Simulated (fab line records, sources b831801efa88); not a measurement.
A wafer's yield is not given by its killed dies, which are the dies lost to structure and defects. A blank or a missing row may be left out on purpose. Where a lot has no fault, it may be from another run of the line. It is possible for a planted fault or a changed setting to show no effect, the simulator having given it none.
Struck lot and sound lot, side by side || flow gf180mcu || 43 steps out of a route of 602
Sound: the wafers L264.3, L264.4, L264.6. Wafers struck: L268.1, L268.3, L268.6. Last of all comes the cause.
Each step with rows lists, per side, the tool, then ch with its chambers, then its first start. Under that, the readings that differ: sound wafers || struck wafers || difference of the means || sigmas: that difference in standard deviations of wafers without a fault.
alike: readings with means less than 2 such deviations apart, plus words and numbers identical on both sides. not compared: withheld readings, readings lacking a value on some wafer, bounds such as >300 that could conceal the same value, and numbers that have no deviation in the record and whose values overlap.
A row with sigmas, a row that says differs or no value, or rows on one side alone: a step with any of these is where the two part. When numbers do not overlap yet have no deviation, they are printed without sigmas and do not part them. A reading that every wafer of one side lacks parts them only if that side has two wafers or more.

first, 1 step without rows for these wafers: GF_POLY_GATE_OXIDATION_16 (stabilise 600 s, purge 300 s, target thk 4 nm).
GF_POLY_GATE_THK_MEAS_17:
  sound: film metro-01 at day 9 22:53; struck: film metro-01 at day 11 15:48
  alike: POLY_GATE_OXIDATION_THK
GF_POLY_GATE_CD_MEAS_18:
  sound: cd sem-01 at day 9 22:59; struck: cd sem-02 at day 11 15:52
  alike: cd nm
then, 7 steps without rows for these wafers: GF_HV_LDD_DEHYDRATE_00 (time 60 s); GF_HV_LDD_HMDS_01 (prime time 60 s); GF_HV_LDD_COAT_02 (resist thk 1000 nm); GF_HV_LDD_SOFTBAKE_03 (time 60 s); GF_HV_LDD_EXPOSE_04 (exposes mask Nplus LV AREA, target cd 400 nm); GF_HV_LDD_PEB_05; GF_HV_LDD_DEVELOP_06 (develop time 60 s).
GF_HV_LDD_CD_MEAS_07 targets a cd of 400 nm.
  sound: cd sem-01 at day 10 17:23; struck: cd sem-01 at day 12 10:29
  alike: cd nm
GF_HV_LDD_OVL_MEAS_08:
  sound: overlay-02 at day 10 17:29; struck: overlay-02 at day 12 10:36
  alike: HV_LDD_OVL
GF_HV_LDD_IMPLANT_09:
  struck on implanter-03, day 12 10:38; sound on implanter-02 ch 0, day 10 17:33
  no value came back on the struck wafers for beam energy keV, beam on s (s); on the sound wafers beam energy keV reads 40.005 39.989 40.005
GF_HV_LDD_STRIP_10: strips in O2/N2.
  sound on plasma asher-01 ch 0,1, day 10 17:41; struck on plasma asher-03 ch 0,1, day 12 10:47
  alike: drypump motor current A, heater power w, o2 flow sccm, oes product au, strip time to endpoint s
  not compared: rf hours counter h
GF_HV_LDD_TW_MEAS_11:
  sound: film metro-04 at day 10 17:46; struck: film metro-04 at day 12 10:53
{"reading": "HV_LDD_TW", "sound": "2408 2417 2409", "struck": "30 30 30", "difference": -2381, "sigmas": "-99 or more"}
then, 7 steps without rows for these wafers: GF_HV_LDD_DEHYDRATE_12 (time 60 s); GF_HV_LDD_HMDS_13 (prime time 60 s); GF_HV_LDD_COAT_14 (resist thk 1000 nm); GF_HV_LDD_SOFTBAKE_15 (time 60 s); GF_HV_LDD_EXPOSE_16 (exposes mask Pplus LV AREA, target cd 400 nm); GF_HV_LDD_PEB_17; GF_HV_LDD_DEVELOP_18 (develop time 60 s).
GF_HV_LDD_CD_MEAS_19 targets a cd of 400 nm.
  sound: cd sem-01 at day 11 11:37; struck: cd sem-02 at day 13 06:11
  alike: cd nm
GF_HV_LDD_OVL_MEAS_20:
  sound: overlay-01 at day 11 11:43; struck: overlay-02 at day 13 06:19
  alike: HV_LDD_01_OVL
following that, these wafers have no rows for 1 step: GF_HV_LDD_IMPLANT_21.
GF_HV_LDD_STRIP_22: strips in O2/N2.
  sound on plasma asher-03 ch 0,1, day 11 11:55; struck on plasma asher-01 ch 0,1, day 13 06:30
  alike: drypump motor current A, heater power w, o2 flow sccm, oes product au, strip time to endpoint s
  not compared: rf hours counter h
GF_HV_LDD_TW_MEAS_23:
  sound: film metro-04 at day 11 12:00; struck: film metro-03 at day 13 06:36
  alike: HV_LDD_2_TW
then, 7 steps without rows for these wafers: GF_HV_LDD_DEHYDRATE_24 (time 60 s); GF_HV_LDD_HMDS_25 (prime time 60 s); GF_HV_LDD_COAT_26 (resist thk 1000 nm); GF_HV_LDD_SOFTBAKE_27 (time 60 s); GF_HV_LDD_EXPOSE_28 (exposes mask Nplus HV AREA, target cd 400 nm); GF_HV_LDD_PEB_29; GF_HV_LDD_DEVELOP_30 (develop time 60 s).
GF_HV_LDD_CD_MEAS_31 targets a cd of 400 nm.
  sound: cd sem-02 at day 12 06:04; struck: cd sem-01 at day 14 02:17
  alike: cd nm
GF_HV_LDD_OVL_MEAS_32:
  sound: overlay-02 at day 12 06:10; struck: overlay-02 at day 14 02:24
  alike: HV_LDD_02_OVL
then, 4 steps without rows for these wafers: GF_HV_LDD_IMPLANT_33; GF_HV_LDD_IMPLANT_34; GF_HV_LDD_IMPLANT_35; GF_HV_LDD_IMPLANT_36.
GF_HV_LDD_STRIP_37: strips in O2/N2.
  sound on plasma asher-03 ch 0,1, day 12 06:49; struck on plasma asher-03 ch 0, day 14 03:02
  alike: drypump motor current A, heater power w, o2 flow sccm, oes product au, strip time to endpoint s
  not compared: rf hours counter h
GF_HV_LDD_TW_MEAS_38:
  sound: film metro-04 at day 12 06:55; struck: film metro-03 at day 14 03:08
  alike: HV_LDD_3_TW
GF_HV_LDD_RS_MEAS_53: uses a four-point probe to measure.
  sound: film metro-03 at day 13 03:00; struck: film metro-04 at day 15 00:29
{"reading": "HV_LDD_RS (ohm/sq)", "sound": "417.9 418.7 418.0", "struck": "884.8 884.5 883.5", "difference": "+466.1", "sigmas": "+99 or more"}

## WHERE THEY PART
First at GF_HV_LDD_IMPLANT_09; last, within this record, at GF_HV_LDD_RS_MEAS_53.

WHY: whatever the simulator had introduced
At GF_HV_LDD_IMPLANT_09, the step was skipped entirely on implanter-03 from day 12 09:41 on. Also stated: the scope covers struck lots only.
